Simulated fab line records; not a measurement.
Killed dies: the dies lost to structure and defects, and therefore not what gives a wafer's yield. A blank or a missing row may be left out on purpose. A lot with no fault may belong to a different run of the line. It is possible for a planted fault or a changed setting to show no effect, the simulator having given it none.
The tool behind it: which one?    flow sky130    30 wafers from 10 lots sampled at 5 of the route's 708 steps

WHAT EACH GAUGE READ, for each wafer
SKY_CAP2M_OVL_MEAS_12. Usual: CAP2M_OVL gives -0.3 nm (standard deviation 1.4).
lot   measured      on          CAP2M_OVL (nm)  flag
L797  day 41 05:11  overlay-01  -1.1 -1.9 -1.3  
L800  day 42 01:23  overlay-01  1.0 2.0 0.3     
L801  day 42 01:42  overlay-01  -0.7 -0.4 -1.1  
L805  day 43 13:56  overlay-01  -1.6 -1.8 -1.7  
L810  day 44 17:51  overlay-02  -2.9 -1.2 -1.9  
L812  day 45 09:41  overlay-02  1.5 0.3 -0.7    
L813  day 45 11:23  overlay-01  1.8 1.3 1.7     
L817  day 46 12:02  overlay-02  -1.0 0.3 -1.8   
L818  day 46 16:38  overlay-01  1.7 1.5 1.1     
L819  day 47 05:28  overlay-02  0.2 -2.8 1.2    

SKY_VIA4_RS_MEAS_19: the measuring method here is four-point-probe. Usual: VIA4_W_RS gives 0.2186 ohm/sq (standard deviation 0.0021).
lot   measured      on             VIA4_W_RS (ohm/sq)    flag
L797  day 43 07:45  film_metro-02  0.2216 0.2207 0.2211  
L800  day 44 02:47  film_metro-02  0.2188 0.2224 0.2208  
L801  day 44 03:23  film_metro-03  0.2185 0.2148 0.2169  
L805  day 45 13:20  film_metro-01  0.2215 0.2179 0.2167  
L810  day 46 15:14  film_metro-01  0.2210 0.2193 0.2210  
L812  day 47 06:09  film_metro-02  55.866 55.000 56.104  OFF
L813  day 47 08:19  film_metro-03  58.352 57.044 58.735  OFF
L817  day 48 07:25  film_metro-02  0.2168 0.2204 0.2215  
L818  day 48 10:10  film_metro-02  0.2157 0.2166 0.2125  
L819  day 49 00:10  film_metro-03  0.2180 0.2202 0.2170  

SKY_VIA4_THK_MEAS_20: measures by xrf. Usual: VIA4_W_THK gives 532 nm (standard deviation 6).
lot   measured      on             VIA4_W_THK (nm)  flag
L797  day 43 07:52  film_metro-02  518 521 517      
L800  day 44 02:54  film_metro-02  531 523 527      
L801  day 44 03:29  film_metro-03  534 542 535      
L805  day 45 13:26  film_metro-01  527 533 535      
L810  day 46 15:20  film_metro-01  535 536 531      
L812  day 47 06:16  film_metro-02  <0 - -           OFF
L813  day 47 08:26  film_metro-03  <0 <0 <0         OFF
L817  day 48 07:32  film_metro-02  531 523 523      
L818  day 48 10:16  film_metro-02  533 533 545      
L819  day 49 00:17  film_metro-03  539 531 539      

EACH LOT AND THE TOOL THAT RAN IT (in order: tool; ch and the chambers of the sampled wafers; start)
lot   SKY_VIA4_ETCH_12                    SKY_VIA4_CVD_18
L797  rie_diel-04 ch 1,2, day 43 06:52    cvd_w-02 ch 0,1, day 43 07:36
L800  rie_diel-03 ch 0,1,2, day 44 01:55  cvd_w-02 ch 0,1, day 44 02:38
L801  rie_diel-04 ch 1,2,3, day 44 02:28  cvd_w-01 ch 0,1, day 44 03:14
L805  rie_diel-04 ch 0,1,3, day 45 12:22  cvd_w-02 ch 0,1, day 45 13:11
L810  rie_diel-04 ch 0,1,2, day 46 14:16  cvd_w-01 ch 0,1, day 46 15:06
L812  rie_diel-04 ch 1,2,3, day 47 05:04  cvd_w-01 ch 0,1, day 47 05:59
L813  rie_diel-03 ch 0,3, day 47 07:25    cvd_w-01 ch 0,1, day 47 08:10
L817  rie_diel-01 ch 0,2,3, day 48 06:04  cvd_w-01 ch 0,1, day 48 07:15
L818  rie_diel-03 ch 1,3, day 48 09:16    cvd_w-01 ch 0,1, day 48 10:02
L819  rie_diel-04 ch 0,2,3, day 48 22:52  cvd_w-01 ch 0,1, day 49 00:01
- SKY_VIA4_ETCH_12: etches SiO2 in C4F8/O2/Ar, stops on TiN, target depth 580 nm.
- SKY_VIA4_CVD_18: deposits W, target thk 505 nm, time 152.14 s.

WHAT THE TOOLS THEMSELVES READ (means of the sampled wafers that have a number; where no wafer has one, the mark that the record gives instead)
SKY_VIA4_ETCH_12. Usual: chamber_pressure_mTorr 40.00 mTorr, standard deviation 0.037; oes_product_au 0.925 a.u., standard deviation 0.005; rf_fwd_power_W 1491 W, standard deviation 5.1.
lot   tool         chamber_pressure_mTorr (mTorr)  oes_product_au (a.u.)  rf_fwd_power_W (W)  flag
L797  rie_diel-04  40.00                           0.925                  1487                
L800  rie_diel-03  39.96                           0.925                  1496                
L801  rie_diel-04  39.99                           0.921                  1490                
L805  rie_diel-04  40.00                           0.922                  1487                
L810  rie_diel-04  40.01                           0.922                  1494                
L812  rie_diel-04  40.05                           0.922                  1488                
L813  rie_diel-03  39.97                           0.929                  1492                
L817  rie_diel-01  40.00                           0.926                  1486                
L818  rie_diel-03  40.01                           0.926                  1499                
L819  rie_diel-04  40.01                           0.924                  1495                

SKY_VIA4_CVD_18. Usual: chamber_pressure_Torr 40.00 Torr, standard deviation 0.096; heater_power_outer_w 521 W, standard deviation 80; heater_power_w 860 W, standard deviation 110.
lot   tool      chamber_pressure_Torr (Torr)  heater_power_outer_w (W)  heater_power_w (W)  flag
L797  cvd_w-02  39.97                         533                       865                 
L800  cvd_w-02  39.92                         487                       788                 
L801  cvd_w-01  39.94                         559                       921                 
L805  cvd_w-02  39.91                         480                       796                 
L810  cvd_w-01  39.99                         501                       872                 
L812  cvd_w-01  -                             -                         -                   OFF
L813  cvd_w-01  -                             -                         -                   OFF
L817  cvd_w-01  39.95                         512                       863                 
L818  cvd_w-01  39.99                         505                       872                 
L819  cvd_w-01  39.88                         566                       938                 

THE ANSWER, worked out from the rows above alone
Rule: a lot counts as off when the mean over its wafers that have a number is more than 3 standard deviations away from the usual mean. Also off: a lot with no number at a reading for which 4 or more lots have one. Where the step has rows for the other lots, those lots are counted as sound. Order of review: gauges by route order, followed by the tools' own readings, for which a lot's mean as printed above is used. The first step at which some lot is off is used, and at that step the reading that is off furthest; a lot without a number counts as furthest.
Off: L812, L813, at SKY_VIA4_RS_MEAS_19 (VIA4_W_RS).
A tool fits if, at a process step before that reading, it ran every lot that is off, and no sound lot after the first of them. The gauges at SKY_VIA4_RS_MEAS_19 aren't tried: what is off there is off at SKY_VIA4_CVD_18 too, on other tools, and a gauge's error can't cause that. Of those tried, none fits.

WHAT HAD BEEN PUT IN BY THE SIMULATOR
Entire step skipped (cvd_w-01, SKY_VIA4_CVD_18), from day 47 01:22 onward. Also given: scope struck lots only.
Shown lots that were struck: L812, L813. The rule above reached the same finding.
